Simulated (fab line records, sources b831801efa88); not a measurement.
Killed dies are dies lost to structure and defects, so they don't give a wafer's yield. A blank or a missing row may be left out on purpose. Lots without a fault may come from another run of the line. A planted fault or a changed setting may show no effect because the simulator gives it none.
Tool commonality check | flow sky130 | 14 lots, 42 wafers sampled

WHY IT WAS OPENED
At SKY_METAL5_RS_MEAS_05 the reading METAL5_ALCU_RS is flagged on 2 of 14 lots. Wafers without a fault read 0.0270 ohm/sq, standard deviation 0.00033.
Rule: a lot is flagged when every wafer of it that has a number lies more than 4 standard deviations from that mean, or none has a number. The other lots count as sound.

lot  | measured     | on            | METAL5_ALCU_RS (ohm/sq), wafer by wafer | flag
L859 | day 42 08:56 | film_metro-04 | 0.0272 0.0270 0.0271                    |
L860 | day 42 12:34 | film_metro-03 | 0.0271 0.0271 0.0271                    |
L865 | day 45 08:53 | film_metro-01 | 0.0265 0.0274 0.0266                    |
L867 | day 45 17:25 | film_metro-03 | 0.0273 0.0270 0.0274                    |
L866 | day 45 20:41 | film_metro-04 | 0.0213 0.0220 0.0219                    | FLAGGED
L869 | day 45 22:00 | film_metro-01 | 0.0212 0.0216 0.0216                    | FLAGGED
L872 | day 46 14:07 | film_metro-01 | 0.0270 0.0269 0.0272                    |
L871 | day 46 16:26 | film_metro-03 | 0.0269 0.0270 0.0271                    |
L873 | day 47 13:31 | film_metro-01 | 0.0266 0.0270 0.0269                    |
L874 | day 47 13:55 | film_metro-04 | 0.0272 0.0276 0.0275                    |
L878 | day 48 02:00 | film_metro-04 | 0.0267 0.0270 0.0267                    |
L879 | day 48 04:03 | film_metro-01 | 0.0271 0.0267 0.0268                    |
L880 | day 48 15:56 | film_metro-04 | 0.0276 0.0265 0.0275                    |
L882 | day 48 20:04 | film_metro-01 | 0.0268 0.0268 0.0268                    |
The numbers of the flagged lots are 0.0216 ohm/sq on average: -0.0054 ohm/sq against the usual, or -16 standard deviations.

WHICH TOOL RAN EACH LOT
The record holds 3 process steps before the reading, out of a route of 708 steps. In each cell: the tool, then ch and the chambers that the sampled wafers went through, then the start.
lot  | flag    | SKY_VIA2_ETCH_15                   | SKY_METAL3_SPUTTER_03        | SKY_METAL5_SPUTTER_02
L859 |         | rie_diel-03 ch 1,2,3, day 35 19:26 | pvd_sputter-02, day 35 20:53 | pvd_sputter-02, day 42 08:50
L860 |         | rie_diel-02 ch 0,1,2, day 35 22:39 | pvd_sputter-02, day 36 00:06 | pvd_sputter-03, day 42 12:26
L865 |         | rie_diel-04 ch 0,1,2, day 39 06:13 | pvd_sputter-02, day 39 07:40 | pvd_sputter-03, day 45 08:46
L867 |         | rie_diel-04 ch 0,2,3, day 39 11:23 | pvd_sputter-01, day 39 12:56 | pvd_sputter-02, day 45 17:17
L866 | FLAGGED | rie_diel-03 ch 1,2, day 39 14:21   | pvd_sputter-04, day 39 16:38 | pvd_sputter-03, day 45 20:32
L869 | FLAGGED | rie_diel-03 ch 1,2, day 39 16:00   | pvd_sputter-01, day 39 17:41 | pvd_sputter-03, day 45 21:53
L872 |         | rie_diel-04 ch 0,1,2, day 40 16:58 | pvd_sputter-01, day 40 18:22 | pvd_sputter-02, day 46 13:59
L871 |         | rie_diel-03 ch 1,2,3, day 40 20:23 | pvd_sputter-01, day 40 21:48 | pvd_sputter-01, day 46 16:20
L873 |         | rie_diel-03 ch 0,2, day 41 16:19   | pvd_sputter-04, day 41 17:43 | pvd_sputter-02, day 47 13:22
L874 |         | rie_diel-02 ch 0,2,3, day 41 17:32 | pvd_sputter-04, day 41 18:57 | pvd_sputter-01, day 47 13:48
L878 |         | rie_diel-02 ch 0,2,3, day 42 10:02 | pvd_sputter-04, day 42 11:29 | pvd_sputter-01, day 48 01:52
L879 |         | rie_diel-02 ch 0,1,3, day 42 11:46 | pvd_sputter-04, day 42 13:10 | pvd_sputter-02, day 48 03:56
L880 |         | rie_diel-03 ch 0,1, day 42 23:50   | pvd_sputter-04, day 43 01:44 | pvd_sputter-03, day 48 15:47
L882 |         | rie_diel-02 ch 0,1,3, day 43 04:49 | pvd_sputter-01, day 43 06:26 | pvd_sputter-01, day 48 19:56
What these steps do:
- SKY_VIA2_ETCH_15: etches SiO2 in C4F8/O2/Ar, stops on TiN, target depth 546 nm, time 84 s.
- SKY_METAL3_SPUTTER_03: material Ti, target thk 5 nm, time 3.3 s.
- SKY_METAL5_SPUTTER_02: material AlCu, target thk 1150 nm, time 61.2 s.
- SKY_METAL5_RS_MEAS_05: measures by four-point-probe.

FLAGGED OVER TOTAL, TOOL BY TOOL (the gauges that took the reading come last)
step                  | tool           | lots run | flagged | share of the flagged lots | sound lots run after its first flagged lot
SKY_VIA2_ETCH_15      | rie_diel-02    | 5        | 0       | none                      | -
SKY_VIA2_ETCH_15      | rie_diel-03    | 6        | 2       | all                       | 3 (L871,L873,L880)
SKY_VIA2_ETCH_15      | rie_diel-04    | 3        | 0       | none                      | -
SKY_METAL3_SPUTTER_03 | pvd_sputter-01 | 5        | 1       | some                      | 3 (L872,L871,L882)
SKY_METAL3_SPUTTER_03 | pvd_sputter-02 | 3        | 0       | none                      | -
SKY_METAL3_SPUTTER_03 | pvd_sputter-04 | 6        | 1       | some                      | 5 (L873,L874,L878,L879,L880)
SKY_METAL5_SPUTTER_02 | pvd_sputter-01 | 4        | 0       | none                      | -
SKY_METAL5_SPUTTER_02 | pvd_sputter-02 | 5        | 0       | none                      | -
SKY_METAL5_SPUTTER_02 | pvd_sputter-03 | 5        | 2       | all                       | 1 (L880)
SKY_METAL5_RS_MEAS_05 | film_metro-01  | 6        | 1       | some                      | 4 (L872,L873,L879,L882)
SKY_METAL5_RS_MEAS_05 | film_metro-03  | 3        | 0       | none                      | -
SKY_METAL5_RS_MEAS_05 | film_metro-04  | 5        | 1       | some                      | 3 (L874,L878,L880)

WHAT THE TABLE ALLOWS
2 rows of the table ran every flagged lot: rie_diel-03 at SKY_VIA2_ETCH_15, pvd_sputter-03 at SKY_METAL5_SPUTTER_02.
- rie_diel-03 at SKY_VIA2_ETCH_15: 2 of its 6 lots flagged. Sound lots ran on it after the first flagged one (L871, L873, L880), which a lasting fault on the whole tool wouldn't allow.
- pvd_sputter-03 at SKY_METAL5_SPUTTER_02: 2 of its 5 lots flagged. Sound lots ran on it after the first flagged one (L880), which a lasting fault on the whole tool wouldn't allow.
No row of the table ran every flagged lot and no sound lot after the first.

WHAT THE SIMULATOR HAD PUT IN
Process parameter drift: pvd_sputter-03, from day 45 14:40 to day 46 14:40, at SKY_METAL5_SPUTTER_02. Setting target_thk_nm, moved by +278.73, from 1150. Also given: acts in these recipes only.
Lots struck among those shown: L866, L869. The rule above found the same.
